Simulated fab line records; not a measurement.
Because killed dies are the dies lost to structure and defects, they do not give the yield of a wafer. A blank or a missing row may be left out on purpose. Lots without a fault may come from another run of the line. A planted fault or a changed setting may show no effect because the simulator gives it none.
Problem report in the 8D (eight disciplines) form, filled by code -- flow gf180mcu -- the parts of the form that need people (team, actions taken, sign-off) are left out

== 1. THE PROBLEM ==
STI_OXIDATION_02_THK at GF_STI_THK_MEAS_30 reads a mean of 14.58 nm on 6 wafers of 2 lots; wafers without a fault read 10.10 nm with a standard deviation of 0.19. Measured from the usual mean, that is +24 standard deviations.
The first sign was on wafer L367.3 at day 5 00:16, on film_metro-04. At this step, 36 wafers from 12 lots have a number in the record. Rule for "out" (also "out of limits"): further than 4 standard deviations from the usual mean. The other wafers with a number count as sound.

== 2. WHAT IT IS, WHAT IT ISN'T ==
question,is,is not
which readings at this step,STI_OXIDATION_02_THK,-
which lots,"L367, L370","L354, L355, L356, L357, L371, L372, L373, L375, L376, L377"
which wafers of those lots,all that have a number,-
read on which gauges,film_metro-04,"film_metro-02, film_metro-03"
when,from day 5 00:16,"up to then (12 sound wafers); but 18 sound wafers of L371, L372, L373, L375, L376, L377 came after"

== 3. SUSPECTS, AND WHAT RULES EACH OUT ==
Counting: any tool at a process step up to the reading is kept as a suspect provided that every lot that is out went through it and no sound lot did after the first of them.
- ruled out: the gauge at GF_STI_THK_MEAS_30. All the wafers that are out were read on film_metro-04, but those of them that GF_STI_OXIDATION_29 has rows for are out there too, on other tools.
- furnace-02 at GF_STI_OXIDATION_29 (stabilise 600 s, purge 300 s, target thk 10 nm): kept. It processed each lot that is out, first L367 at day 4 22:51, and no sound lot thereafter; up to then, the last sound lot it processed was L357 at day 2 21:58. Out on those wafers are its own readings of spike_tc_bottom_C, spike_tc_centre_C, spike_tc_lower_C, spike_tc_top_C, spike_tc_upper_C, zone_power_upper_pct.
After counting, what remains is furnace-02 at GF_STI_OXIDATION_29.

== 4. THE CAUSE (what the simulator had put in) ==
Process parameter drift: furnace-02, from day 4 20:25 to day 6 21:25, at GF_STI_OXIDATION_29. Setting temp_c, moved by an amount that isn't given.
The count eliminated every tool but this one.

== 5. SEQUENCE OF EFFECTS, ordered by route ==
Rows list readings where the struck wafers' mean (over those with a number) sits beyond 3 standard deviations from the usual. Only readings whose record carries a usual standard deviation are examined. hours: median over the lots of the time between each lot's start at the first step of this table that gives one and its start at this step. sigmas: the change, counted in usual standard deviations.
hours,step,reading,usual,on struck wafers,change,sigmas
0,GF_STI_OXIDATION_29,spike_tc_bottom_C,916.4 C,953.2,+36.9,+37
0,GF_STI_OXIDATION_29,spike_tc_centre_C,900.8 C,936.7,+35.9,+33
0,GF_STI_OXIDATION_29,spike_tc_lower_C,901.6 C,939.6,+38.0,+24
0,GF_STI_OXIDATION_29,spike_tc_top_C,910.1 C,944.9,+34.8,+32
0,GF_STI_OXIDATION_29,spike_tc_upper_C,901.7 C,938.6,+36.9,+31
0,GF_STI_OXIDATION_29,zone_power_bottom_pct,26.1 %,30.1,+4.0,+4.0
0,GF_STI_OXIDATION_29,zone_power_upper_pct,16.83 %,18.44,+1.61,+9.5
1,GF_STI_THK_MEAS_30,STI_OXIDATION_02_THK,10.10 nm,14.58,+4.48,+24
It contains these process steps:
- GF_STI_OXIDATION_29: stabilise 600 s, purge 300 s, target thk 10 nm.
At these later measuring or inspecting steps, every struck wafer for which the step has a row has a number for every such reading, and none has moved that far: GF_VT_IMPLANT_TW_MEAS_21.

== 6. HOW IT WOULD HAVE BEEN CAUGHT EARLIER ==
In this record the first reading out of limits at a measuring or inspecting step was taken at day 5 00:16, 4 hours after the fault began at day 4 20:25.
Tool's own readings at GF_STI_OXIDATION_29, spike_tc_bottom_C, spike_tc_centre_C, spike_tc_lower_C, spike_tc_top_C, spike_tc_upper_C, zone_power_upper_pct: out on all struck wafers the step has rows for; an alarm limit on them would have tripped on the first.
Of the lots that are out (2), L370 began GF_STI_OXIDATION_29 on furnace-02 after day 5 00:16. A hold on the tool at that time would have spared it.
